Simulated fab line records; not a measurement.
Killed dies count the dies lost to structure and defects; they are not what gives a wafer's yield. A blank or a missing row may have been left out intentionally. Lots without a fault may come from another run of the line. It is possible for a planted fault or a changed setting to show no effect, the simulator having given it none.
A lot that was struck, set against a sound lot | flow gf180mcu | 17 steps out of a route of 602
Sound: the wafers L856.2, L856.3, L856.4. Wafers struck: L869.1, L869.2, L869.4. Last of all comes the cause.
For every step that has rows: the tool of each side, followed by ch and its chambers, followed by its first start. Under that, the readings that differ: sound wafers | struck wafers | difference of the means | sigmas: that difference in standard deviations of wafers without a fault.
alike: readings with means less than 2 such deviations apart, plus words and numbers identical on both sides. not compared: withheld readings, readings lacking a value on some wafer, bounds such as >300 that could conceal the same value, and numbers that have no deviation in the record and whose values overlap.
The two part at a step that has a row with sigmas, a row that says differs or no value, or rows on one side only. When numbers do not overlap yet have no deviation, they are printed without sigmas and do not part them. A reading that every wafer of one side lacks parts them only if that side has two wafers or more.

first, 2 steps without rows for these wafers: GF_MVPSD_IMPLANT_08; GF_MVPSD_IMPLANT_09.
GF_MVPSD_STRIP_10: strips in O2/N2.
  sound on plasma_asher-02 ch 0,1, day 7 06:27; struck on plasma_asher-03 ch 0,1, day 10 10:00
  alike: chamber_pressure_mTorr, drypump_motor_current_A, heater_power_w, oes_product_au, strip_time_to_endpoint_s
  not compared: rf_hours_counter_h
GF_MVPSD_TW_MEAS_11:
  struck on film_metro-03, day 10 10:06; sound on film_metro-04, day 7 06:34
  alike: MVPSD_TW
then, 7 steps without rows for these wafers: GF_VT_IMPLANT_DEHYDRATE_00 (time 60 s); GF_VT_IMPLANT_HMDS_01 (prime time 60 s); GF_VT_IMPLANT_COAT_02 (resist thk 1000 nm); GF_VT_IMPLANT_SOFTBAKE_03 (time 60 s); GF_VT_IMPLANT_EXPOSE_04 (exposes mask LVPWELL LV AREA, target cd 600 nm); GF_VT_IMPLANT_PEB_05; GF_VT_IMPLANT_DEVELOP_06 (develop time 60 s).
GF_VT_IMPLANT_OVL_MEAS_07:
  struck on overlay-02, day 11 04:34; sound on overlay-01, day 7 21:46
  alike: VT_IMPLANT_OVL
GF_VT_IMPLANT_IMPLANT_08:
  sound on implanter-04 ch 0, day 7 21:49; struck on implanter-04 ch 0, day 11 04:35
  reading                   | sound                | struck               | difference | sigmas
  beam_energy_keV           | 20.014 20.007 20.005 | 22.653 22.664 22.650 | +2.647     | +99 or more
  model.implant.rp_nm (nm)  | 17.49 17.49 17.49    | 19.11 19.11 19.11    | +1.62      |
  model.implant.drp_nm (nm) | 9.752 9.752 9.752    | 10.64 10.64 10.64    | +0.89      |
GF_VT_IMPLANT_STRIP_09: strips in O2/N2.
  sound on plasma_asher-03 ch 0,1, day 7 21:56; struck on plasma_asher-01 ch 0,1, day 11 04:44
  alike: chamber_pressure_mTorr, drypump_motor_current_A, heater_power_w, oes_product_au, strip_time_to_endpoint_s
  not compared: rf_hours_counter_h
GF_VT_IMPLANT_TW_MEAS_10:
  struck on film_metro-02, day 11 04:50; sound on film_metro-03, day 7 22:03
  reading       | sound       | struck      | difference | sigmas
  VT_IMPLANT_TW | 562 564 564 | 584 584 582 | +20        | +4
then, 1 step without rows for these wafers: GF_VT_IMPLANT_DEHYDRATE_11 (time 60 s).
-- a jump in the record: the struck wafers' starts before and after are 24 days apart (it breaks off in module VT_IMPLANT and resumes in module PASSIVATION, where the first step shown is number 602 of the route) --
GF_PASSIVATION_PROBE_99:
  record: rows for the struck wafers here (prober-02, day 35 04:49), none for the sound ones

## WHERE THEY PART
Last at GF_PASSIVATION_PROBE_99 as far as this record goes, first at GF_VT_IMPLANT_IMPLANT_08.

WHY: what had been put in by the simulator
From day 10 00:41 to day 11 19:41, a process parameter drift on implanter-04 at GF_VT_IMPLANT_IMPLANT_08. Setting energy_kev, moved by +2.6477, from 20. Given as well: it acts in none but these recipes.
